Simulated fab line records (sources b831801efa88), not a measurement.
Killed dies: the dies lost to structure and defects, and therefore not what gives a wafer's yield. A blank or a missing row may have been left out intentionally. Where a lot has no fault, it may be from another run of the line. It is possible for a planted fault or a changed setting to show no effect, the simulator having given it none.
Comparing a struck lot with a sound one	flow sfq_line	43 steps out of a route of 325
Sound: these wafers, L383.3, L383.4, L383.6. Wafers struck: L395.3, L395.5, L395.6. The cause is given at the end.
For every step that has rows: the tool of each side, followed by ch and its chambers, followed by its first start. Under that, the readings that differ: sound wafers	struck wafers	difference of the means	sigmas: that difference in standard deviations of wafers without a fault.
alike: words and numbers the same on both sides, and readings whose means are apart by under 2 such deviations; not compared: readings that were withheld, readings missing a value for some wafer, numbers with overlapping values and no deviation given by the record, and bounds like >300 which may hide the same value.
A row with sigmas, a row that says differs or no value, or rows on one side alone: a step with any of these is where the two part. When numbers do not overlap yet have no deviation, they are printed without sigmas and do not part them. Lack of a reading on every wafer of one side parts them only where that side has two or more wafers.

first, 7 steps without rows for these wafers: SFQ_TRILAYER_JJ_CE_STRIP_SOLV_CLEAN_121 (cleans in NMP, time 600 s); SFQ_TRILAYER_M5_LITHO_COAT_128 (resist thk 62 nm); SFQ_TRILAYER_M5_LITHO_COAT_123 (resist thk 600 nm); SFQ_TRILAYER_M5_LITHO_SOFTBAKE_127; SFQ_TRILAYER_M5_LITHO_EXPOSE_124 (exposes mask M5, target cd 700 nm); SFQ_TRILAYER_M5_LITHO_PEB_126 (peb time 60 s); SFQ_TRILAYER_M5_LITHO_DEVELOP_125 (time 60 s).
SFQ_M5_OVL_MEAS_932:
  sound: overlay-01 at day 70 06:00; struck: overlay-02 at day 74 14:39
  alike: M5_OVL
then, 4 steps without rows for these wafers: SFQ_TRILAYER_M5_BARC_OPEN_METAL_ETCH_161 (etches BARC in O2, target depth 125 nm, time 41.7 s); SFQ_TRILAYER_M5_ETCH_METAL_ETCH_126 (etches Nb in Cl2/BCl3, stops on SiO2, time 203.2 s, target depth 265 nm); SFQ_TRILAYER_M5_STRIP_STRIP_127 (strips in O2); SFQ_TRILAYER_M5_STRIP_SOLV_CLEAN_128 (cleans in NMP, time 600 s).
SFQ_TRILAYER_A5B_DEP_PECVD_129: deposits SiO2 from SiH4/N2O, time 133.33 s, target thk 600 nm.
  sound on pecvd-02 ch 1,2, day 70 07:03; struck on pecvd-04 ch 0,1, day 74 15:46
  no value came back on the struck wafers for chamber_pressure_Torr (Torr), heater_power_outer_w (W), heater_power_w (W), throttle_valve_pct (%); on the sound wafers chamber_pressure_Torr (Torr) reads 2.403 2.400 2.397
then, 1 step without rows for these wafers: SFQ_TRILAYER_A5B_CMP_CMP_130 (polishes, stops on Nb, target thk 340.7 nm).
SFQ_TRILAYER_A5B_METRO_MEASURE_131:
  sound: film_metro-01 at day 70 19:29; struck: film_metro-04 at day 75 05:22
SFQ_TRILAYER_R5_DEP_SPUTTER_132: material Ti, target thk 5 nm, time 5 s.
  sound: pvd_sputter-03 at day 70 20:17; struck: pvd_sputter-04 at day 75 06:10
  alike: throttle_valve_pct
then, 2 steps without rows for these wafers: SFQ_TRILAYER_R5_DEP_SPUTTER_133 (material MoNx, target thk 40 nm, time 66.7 s); SFQ_TRILAYER_R5_DEP_SPUTTER_134 (material Ti, target thk 5 nm, time 5 s).
SFQ_R5_RS_MEAS_933: uses a four-point probe to measure.
  sound: film_metro-02 at day 70 20:25; struck: film_metro-01 at day 75 06:17
  alike: R5_MONX_RS
SFQ_R5_THK_MEAS_934: measures by xrf.
  sound: film_metro-02 at day 70 20:31; struck: film_metro-01 at day 75 06:23
  alike: R5_MONX_THK
then, 6 steps without rows for these wafers: SFQ_TRILAYER_R5_LITHO_COAT_141 (resist thk 62 nm); SFQ_TRILAYER_R5_LITHO_COAT_136 (resist thk 600 nm); SFQ_TRILAYER_R5_LITHO_SOFTBAKE_140; SFQ_TRILAYER_R5_LITHO_EXPOSE_137 (exposes mask R5, target cd 500 nm); SFQ_TRILAYER_R5_LITHO_PEB_139 (peb time 60 s); SFQ_TRILAYER_R5_LITHO_DEVELOP_138 (time 60 s).
-- the record jumps here: 5 days lie between the struck wafers' starts before and after --
SFQ_R5_OVL_MEAS_935:
  sound: overlay-01 at day 75 16:51; struck: overlay-01 at day 79 18:44
  alike: R5_OVL
SFQ_TRILAYER_R5_BARC_OPEN_METAL_ETCH_177: etches BARC in O2, target depth 125 nm, time 41.7 s.
  sound on rie_metal-02 ch 0,1, day 75 16:53; struck on rie_metal-03 ch 0,1, day 79 18:46
reading	sound	struck	difference	sigmas
drypump_motor_current_A (A)	6.1 6.3 6.3	4.8 4.8 5.5	-1.2	-2
  alike: oes_product_au
  not compared: rf_hours_counter_h
then, 1 step without rows for these wafers: SFQ_TRILAYER_R5_ETCH_METAL_ETCH_139 (etches the open film in Cl2, stops on SiO2, target depth 60 nm, time 40 s).
SFQ_TRILAYER_R5_STRIP_STRIP_140: strips in O2.
  sound on rie_metal-02 ch 0,1, day 75 17:11; struck on rie_metal-03 ch 0,1, day 79 19:04
reading	sound	struck	difference	sigmas
drypump_motor_current_A (A)	6.1 6.3 6.3	4.8 4.8 5.6	-1.2	-2
  alike: oes_product_au
  not compared: rf_hours_counter_h
then, 1 step without rows for these wafers: SFQ_TRILAYER_R5_STRIP_SOLV_CLEAN_141 (cleans in NMP, time 600 s).
SFQ_TRILAYER_A5C_DEP_PECVD_142: deposits SiO2 from SiH4/N2O, time 15.556 s, target thk 70 nm.
  sound on pecvd-01 ch 0,2, day 75 17:47; struck on pecvd-01 ch 0,2, day 79 19:40
  alike: chamber_pressure_Torr, heater_power_outer_w, heater_power_w, throttle_valve_pct
then, 6 steps without rows for these wafers: SFQ_TRILAYER_I5_LITHO_COAT_149 (resist thk 62.43 nm); SFQ_TRILAYER_I5_LITHO_COAT_144 (resist thk 650 nm); SFQ_TRILAYER_I5_LITHO_SOFTBAKE_148; SFQ_TRILAYER_I5_LITHO_EXPOSE_145 (exposes mask I5, target cd 700 nm); SFQ_TRILAYER_I5_LITHO_PEB_147 (peb time 60 s); SFQ_TRILAYER_I5_LITHO_DEVELOP_146 (time 60 s).
SFQ_I5_OVL_MEAS_936:
  sound: overlay-01 at day 76 14:15; struck: overlay-01 at day 79 21:57
  alike: I5_OVL
SFQ_TRILAYER_I5_BARC_OPEN_VIA_ETCH_200: etches BARC in O2, target depth 125 nm, time 41.7 s.
  sound on rie_diel-02 ch 1,2, day 76 14:16; struck on rie_diel-01 ch 0,3, day 79 21:58
  alike: drypump_motor_current_A, oes_product_au
  not compared: rf_hours_counter_h
then, 2 steps without rows for these wafers: SFQ_TRILAYER_I5_ETCH_VIA_ETCH_147 (etches the open film in CHF3, stops on Nb, target depth 360 nm); SFQ_TRILAYER_I5_STRIP_STRIP_148 (strips in O2).
-- the record jumps here: 13 days lie between the struck wafers' starts before and after --
SFQ_M8_BOW_MEAS_951:
  sound: film_metro-03 at day 87 00:13; struck: film_metro-02 at day 93 09:48
reading	sound	struck	difference	sigmas
model.etest.i5.link_ohm	2.316 2.308 2.288	2.119 2.107 2.114	-0.191	
  alike: M8_BOW

## WHERE THEY PART
Last at SFQ_TRILAYER_R5_STRIP_STRIP_140 as far as this record goes, first at SFQ_TRILAYER_A5B_DEP_PECVD_129. Later steps at which nothing parts them and some readings are alike: SFQ_TRILAYER_A5C_DEP_PECVD_142, SFQ_I5_OVL_MEAS_936, SFQ_TRILAYER_I5_BARC_OPEN_VIA_ETCH_200, SFQ_M8_BOW_MEAS_951.

WHY: the cause the simulator had injected
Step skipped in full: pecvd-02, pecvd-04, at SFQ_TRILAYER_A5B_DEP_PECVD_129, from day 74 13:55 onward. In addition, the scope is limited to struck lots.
